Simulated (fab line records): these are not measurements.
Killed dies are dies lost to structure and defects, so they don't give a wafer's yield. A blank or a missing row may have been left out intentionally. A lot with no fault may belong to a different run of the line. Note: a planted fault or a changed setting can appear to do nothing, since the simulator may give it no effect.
Problem report, 8D (eight disciplines) form, completed by code ; flow gf180mcu ; the parts of the form that need people (team, actions taken, sign-off) are left out

== 1. THE ISSUE ==
Wafers free of any fault read 1169 ohm/sq (standard deviation 3.2) for MVPSD_RS at GF_VT_IMPLANT_RS_MEAS_49, against a mean of 1189 ohm/sq on 6 wafers of 2 lots. Measured from the usual mean, that is +6.2 standard deviations.
The step: measures by four-point-probe.
Seen first at day 11 05:59 on film metro-03, wafer L457.2. The record holds 42 wafers of 14 lots with a number at this step. Rule for "out" (also "out of limits"): further than 4 standard deviations from the usual mean. The other wafers with a number count as sound.

== 2. WHAT THIS IS AND IS NOT ==
question;is;is not
which readings at this step;MVPSD_RS;-
which lots;L457, L459;L444, L445, L446, L447, L448, L449, L450, L461, L462, L464, L466, L467
which wafers of those lots;all that have a number;-
read on which gauges;film metro-03;film metro-01, film metro-04
when;from day 11 05:59;"up to then (21 sound wafers); but 15 sound wafers of L461, L462, L464, L466, L467 came after"

== 3. SUSPECTS, AND WHAT RULES EACH OUT ==
Counting: a tool stays on the suspect list if, at a process step up to the reading, it processed all lots that are out and no sound lot following the first of them.
- ruled out: the gauge at GF_VT_IMPLANT_RS_MEAS_49. All the wafers that are out were read on film metro-03, but those of them that GF_MVPSD_IMPLANT_08 has rows for are out there too, on other tools.
- implanter-01 at GF_MVPSD_IMPLANT_08: kept. All lots that are out passed through it, beginning with L457 at day 8 06:55, and no sound lot followed; its final sound lot before that point was L450 at day 6 13:25. Out on those wafers are its own readings of dose ions cm2.
Left after counting: implanter-01 at GF_MVPSD_IMPLANT_08.

== 4. THE CAUSE (what the simulator had put in) ==
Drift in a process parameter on implanter-01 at GF_MVPSD_IMPLANT_08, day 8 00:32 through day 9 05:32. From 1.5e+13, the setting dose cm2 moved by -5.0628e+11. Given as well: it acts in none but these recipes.
Counting left only this tool.

== 5. THE CHAIN OF EFFECTS, in route order ==
Each row: a reading whose mean over the struck wafers that have a number lies more than 3 standard deviations from the usual. Readings are gone through only where the record gives a usual standard deviation; hours: the median, over the lots, of the time from a lot's start at the first step in this table giving one to that lot's start at this step; sigmas: the change measured in usual standard deviations.
hours;step;reading;usual;on struck wafers;change;sigmas
0;GF_MVPSD_IMPLANT_08;dose ions cm2;1.5e+13;1.4e+13;-5.3e+11;-29
71;GF_VT_IMPLANT_RS_MEAS_49;MVPSD_RS;1169 ohm/sq;1189;+20;+6.2
It contains these process steps:
- GF_MVPSD_IMPLANT_08

== 6. HOW IT WOULD HAVE BEEN CAUGHT EARLIER ==
In this record the first reading out of limits at a measuring or inspecting step was taken at day 11 05:59, 77 hours after the fault began at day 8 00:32.
Tool's own readings at GF_MVPSD_IMPLANT_08, dose ions cm2: out on all struck wafers the step has rows for; an alarm limit on them would have tripped on the first.
The start of GF_MVPSD_IMPLANT_08 on implanter-01 came by day 11 05:59 for every one of the lots that are out (2). Had the tool been put on hold then, not one of them would have been saved.
